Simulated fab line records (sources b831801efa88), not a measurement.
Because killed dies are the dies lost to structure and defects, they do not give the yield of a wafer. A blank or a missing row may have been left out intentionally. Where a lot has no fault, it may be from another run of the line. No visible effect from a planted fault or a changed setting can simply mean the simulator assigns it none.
Which tool was responsible?	flow sky130	13 lots, 39 wafers sampled, at 2 steps of a route of 708

WHAT THE GAUGES SHOWED, per wafer
SKY_RES_XHIGH_TW_MEAS_09.
lot	measured	on	RES_XHIGH_TW
L217	day 26 19:03	filmMetro-03	1632 1631 1630
L219	day 27 13:44	filmMetro-01	1654 1664 1653
L220	day 28 01:03	filmMetro-01	1655 1657 1659
L222	day 28 01:32	filmMetro-01	1647 1661 1651
L224	day 28 22:02	filmMetro-01	1648 1655 1656
L225	day 29 10:08	filmMetro-02	1653 1651 1658
L226	day 29 17:03	filmMetro-02	1642 1649 1656
L231	day 31 13:11	filmMetro-03	1621 1629 1624
L232	day 31 19:05	filmMetro-01	1656 1652 1644
L233	day 31 22:38	filmMetro-03	1628 1631 1624
L234	day 32 14:42	filmMetro-02	1637 1648 1639
L235	day 32 19:30	filmMetro-03	1625 1629 1628
L236	day 33 03:23	filmMetro-01	1640 1646 1638

SKY_SD_N_TW_MEAS_12.
lot	measured	on	SD_N_TW
L217	day 27 23:50	filmMetro-03	3961 3974 3980
L219	day 28 18:44	filmMetro-03	3972 3981 3973
L220	day 29 05:41	filmMetro-01	3984 4002 4003
L222	day 29 06:20	filmMetro-01	4036 4024 4020
L224	day 30 02:33	filmMetro-03	3951 3906 3916
L225	day 30 14:28	filmMetro-03	3946 3941 3925
L226	day 30 20:51	filmMetro-01	4009 4029 4036
L231	day 32 16:57	filmMetro-03	3946 3985 3982
L232	day 32 22:00	filmMetro-02	4021 4011 4001
L233	day 33 01:36	filmMetro-03	4042 4054 4040
L234	day 33 17:06	filmMetro-02	4013 4005 4009
L235	day 33 21:48	filmMetro-03	4046 4049 4036
L236	day 34 05:32	filmMetro-01	3974 3991 3964

WHAT TOOL EACH LOT RAN ON (gives the tool, then ch and the chambers of the sampled wafers, and finally the start)
The record holds no process step before these readings.

WHAT THE TOOLS THEMSELVES READ (means of the sampled wafers that have a number; where no wafer has one, the mark that the record gives instead)
The record holds no such reading with a usual standard deviation.

THE ANSWER, worked out from the rows above alone
Rule: the usual values come from the lots themselves. Put in order of their means at a reading, lots are off if they are a third of the lots or fewer, leave a main group of 4 or more, and stand apart from it by a gap of 3 or more times the standard deviation of the main group's means; of several such gaps the widest counts. If all means in a main group match to the digits the tables above print for the reading, that group is not used. A lot without any number at a reading at which 4 lots or more have one is off too. Any other lot the step has rows for is counted as sound. The gauges are gone through in route order, then the tools' own readings, and for those a lot's mean is taken as printed above. The first step at which some lot is off is used, and at that step the reading that is off furthest; a lot without a number counts as furthest.
No lot is off at any reading shown: from this, nothing can be told.

WHAT THE SIMULATOR HAD PUT IN
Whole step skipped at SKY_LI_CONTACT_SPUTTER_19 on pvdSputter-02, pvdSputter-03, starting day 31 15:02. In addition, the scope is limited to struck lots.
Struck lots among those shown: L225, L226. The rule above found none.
